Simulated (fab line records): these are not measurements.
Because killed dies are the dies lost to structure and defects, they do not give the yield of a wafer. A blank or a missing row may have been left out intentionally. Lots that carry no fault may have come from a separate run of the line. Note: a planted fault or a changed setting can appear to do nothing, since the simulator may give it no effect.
Which tool did it? | flow gf180mcu | 12 lots with 36 wafers sampled at 5 steps, on a route of 602 steps

## WHAT EACH GAUGE READ, for each wafer
GF_HV_LDD_OVL_MEAS_47. Usual: for HV_LDD_03_OVL the level is -0.1 nm and the standard deviation is 1.3.
lot  | measured     | on         | HV_LDD_03_OVL (nm) | flag
L628 | day 12 04:34 | overlay-02 | 1.3 1.7 1.4        |
L630 | day 12 23:29 | overlay-02 | 1.4 0.7 2.5        |
L632 | day 14 00:14 | overlay-02 | 1.0 0.9 0.5        |
L633 | day 14 07:05 | overlay-01 | -1.4 -1.0 0.1      |
L634 | day 14 18:29 | overlay-02 | 1.4 1.8 1.2        |
L635 | day 15 01:08 | overlay-02 | 0.6 0.5 1.3        |
L638 | day 15 15:51 | overlay-02 | 1.1 0.7 0.7        |
L641 | day 16 16:39 | overlay-01 | 0.0 -1.3 -0.9      |
L642 | day 17 08:13 | overlay-02 | 0.2 -0.7 0.3       |
L645 | day 18 04:55 | overlay-02 | -1.2 -1.8 -0.1     |
L646 | day 18 12:13 | overlay-02 | -1.9 -2.1 -1.9     |
L649 | day 19 11:14 | overlay-02 | -0.5 -0.5 -1.1     |

GF_PSD_RS_MEAS_14: the measuring method here is four-point-probe. Usual: for NSD_RS the level is 46.14 ohm/sq and the standard deviation is 0.072.
lot  | measured     | on            | NSD_RS (ohm/sq)   | flag
L628 | day 13 23:33 | film metro-03 | 46.23 46.24 46.19 |
L630 | day 14 20:38 | film metro-01 | 46.10 46.16 46.15 |
L632 | day 15 22:39 | film metro-03 | 46.10 46.15 45.95 |
L633 | day 16 06:50 | film metro-02 | 46.24 46.16 46.15 |
L634 | day 16 18:58 | film metro-02 | 45.97 45.93 46.03 |
L635 | day 17 01:34 | film metro-01 | 46.19 46.23 46.11 |
L638 | day 17 17:37 | film metro-01 | 46.16 46.15 46.15 |
L641 | day 18 20:29 | film metro-02 | 46.06 46.22 46.13 |
L642 | day 19 12:41 | film metro-03 | 46.20 46.04 46.05 |
L645 | day 20 09:24 | film metro-01 | 43.22 43.21 43.15 | OFF
L646 | day 20 16:34 | film metro-02 | 43.16 43.13 43.18 | OFF
L649 | day 21 16:28 | film metro-01 | 46.25 46.22 46.19 |

GF_PSD_RS_MEAS_15: the measuring method here is four-point-probe. Usual: for PSD_RS the level is 108.54 ohm/sq and the standard deviation is 0.26.
lot  | measured     | on            | PSD_RS (ohm/sq)      | flag
L628 | day 13 23:40 | film metro-03 | 108.50 108.49 108.18 |
L630 | day 14 20:46 | film metro-01 | 108.81 108.77 108.50 |
L632 | day 15 22:46 | film metro-03 | 108.47 108.47 107.96 |
L633 | day 16 06:58 | film metro-02 | 108.49 108.31 108.09 |
L634 | day 16 19:05 | film metro-02 | 108.55 108.37 108.66 |
L635 | day 17 01:41 | film metro-01 | 108.58 108.53 108.64 |
L638 | day 17 17:44 | film metro-01 | 108.75 108.82 108.74 |
L641 | day 18 20:36 | film metro-02 | 108.64 108.71 108.67 |
L642 | day 19 12:49 | film metro-03 | 108.45 108.29 108.23 |
L645 | day 20 09:31 | film metro-01 | 99.82 99.84 100.37   | OFF
L646 | day 20 16:41 | film metro-02 | 100.19 100.06 100.12 | OFF
L649 | day 21 16:35 | film metro-01 | 108.65 108.83 108.65 |

## EACH LOT AND THE TOOL THAT RAN IT (in order: tool; ch and the chambers of the sampled wafers; start)
lot  | GF_HV_LDD_STRIP_37                   | GF_PSD_RTA_13
L628 | plasma asher-04 ch 0,1, day 11 09:40 | rtp anneal-01 ch 0, day 13 23:27
L630 | plasma asher-04 ch 0,1, day 12 03:38 | rtp anneal-02 ch 0, day 14 20:28
L632 | plasma asher-02 ch 0,1, day 13 04:04 | rtp anneal-02 ch 0, day 15 22:34
L633 | plasma asher-02 ch 0,1, day 13 10:55 | rtp anneal-01 ch 0, day 16 06:45
L634 | plasma asher-01 ch 0,1, day 13 21:34 | rtp anneal-01 ch 0, day 16 18:53
L635 | plasma asher-04 ch 0,1, day 14 04:06 | rtp anneal-01 ch 0, day 17 01:28
L638 | plasma asher-01 ch 0,1, day 14 18:37 | rtp anneal-02 ch 0, day 17 17:31
L641 | plasma asher-02 ch 0,1, day 15 17:53 | rtp anneal-01 ch 0, day 18 20:23
L642 | plasma asher-02 ch 0,1, day 16 09:37 | rtp anneal-02 ch 0, day 19 12:36
L645 | plasma asher-01 ch 0,1, day 17 05:33 | rtp anneal-02 ch 0, day 20 09:17
L646 | plasma asher-02 ch 0,1, day 17 11:43 | rtp anneal-02 ch 0, day 20 16:24
L649 | plasma asher-04 ch 0,1, day 18 10:47 | rtp anneal-01 ch 0, day 21 16:23
- GF_HV_LDD_STRIP_37: strips in O2/N2.
- GF_PSD_RTA_13: time 20 s.

## AS READ BY THE TOOLS THEMSELVES (means over the sampled wafers that have a number; for cases with no such wafer, the mark the record gives instead)
GF_HV_LDD_STRIP_37. Usual: drypump motor current A 5.5 A, standard deviation 0.39; heater power w 332 W, standard deviation 20; oes product au 0.715 a.u., standard deviation 0.0045; strip time to endpoint s 12.62 s, standard deviation 0.035.
lot  | tool            | drypump motor current A (A) | heater power w (W) | oes product au (a.u.) | strip time to endpoint s (s) | flag
L628 | plasma asher-04 | 5.1                         | 337                | 0.711                 | 12.61                        |
L630 | plasma asher-04 | 5.3                         | 337                | 0.714                 | 12.60                        |
L632 | plasma asher-02 | 5.7                         | 323                | 0.712                 | 12.60                        |
L633 | plasma asher-02 | 5.9                         | 335                | 0.714                 | 12.59                        |
L634 | plasma asher-01 | 5.8                         | 319                | 0.714                 | 12.65                        |
L635 | plasma asher-04 | 5.3                         | 346                | 0.714                 | 12.64                        |
L638 | plasma asher-01 | 5.6                         | 338                | 0.714                 | 12.66                        |
L641 | plasma asher-02 | 5.7                         | 319                | 0.716                 | 12.59                        |
L642 | plasma asher-02 | 5.8                         | 339                | 0.713                 | 12.64                        |
L645 | plasma asher-01 | 5.8                         | 320                | 0.716                 | 12.64                        |
L646 | plasma asher-02 | 5.8                         | 337                | 0.715                 | 12.63                        |
L649 | plasma asher-04 | 5.1                         | 338                | 0.713                 | 12.65                        |

GF_PSD_RTA_13. Usual: lamp power pct 36.6 %, standard deviation 2.7; wafer_temp_C_max 1029.2, standard deviation 0.87.
lot  | tool          | lamp power pct (%) | wafer_temp_C_max | flag
L628 | rtp anneal-01 | 39.2               | 1028.9           |
L630 | rtp anneal-02 | 33.8               | 1030.0           |
L632 | rtp anneal-02 | 33.8               | 1028.7           |
L633 | rtp anneal-01 | 39.2               | 1028.8           |
L634 | rtp anneal-01 | 39.2               | 1028.7           |
L635 | rtp anneal-01 | 39.3               | 1028.2           |
L638 | rtp anneal-02 | 33.9               | 1028.8           |
L641 | rtp anneal-01 | 39.3               | 1029.5           |
L642 | rtp anneal-02 | 33.8               | 1029.6           |
L645 | rtp anneal-02 | 35.7               | 1029.9           |
L646 | rtp anneal-02 | 35.7               | 1029.0           |
L649 | rtp anneal-01 | 39.3               | 1029.0           |

## THE ANSWER, worked out from the rows above alone
Rule: a lot is off if the mean of its wafers that have a number lies more than 3 standard deviations from the usual mean. A lot without any number at a reading at which 4 lots or more have one is off too. Where the step has rows for the other lots, those lots are counted as sound. The gauges are gone through in route order, then the tools' own readings, and for those a lot's mean is taken as printed above. The first step at which some lot is off is used, and at that step the reading that is off furthest; a lot without a number counts as furthest.
Off: L645, L646, seen at GF_PSD_RS_MEAS_14 (NSD_RS).
If a tool, at a process step before that reading, ran all the lots that are off and no sound lot after the first of them, it fits. Gauges at GF_PSD_RS_MEAS_14: tried the same way as those tools. One candidate fits, namely rtp anneal-02 at GF_PSD_RTA_13. Its last sound lot is L642 (day 19 12:36), its first lot that is off L645 (day 20 09:17): a fault that began between those two fits.

## WHAT THE SIMULATOR HAD PUT IN
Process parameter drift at GF_PSD_RTA_13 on rtp anneal-02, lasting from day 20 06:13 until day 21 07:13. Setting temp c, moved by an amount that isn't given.
Shown lots that were struck: L645, L646. The same result came from the rule above.
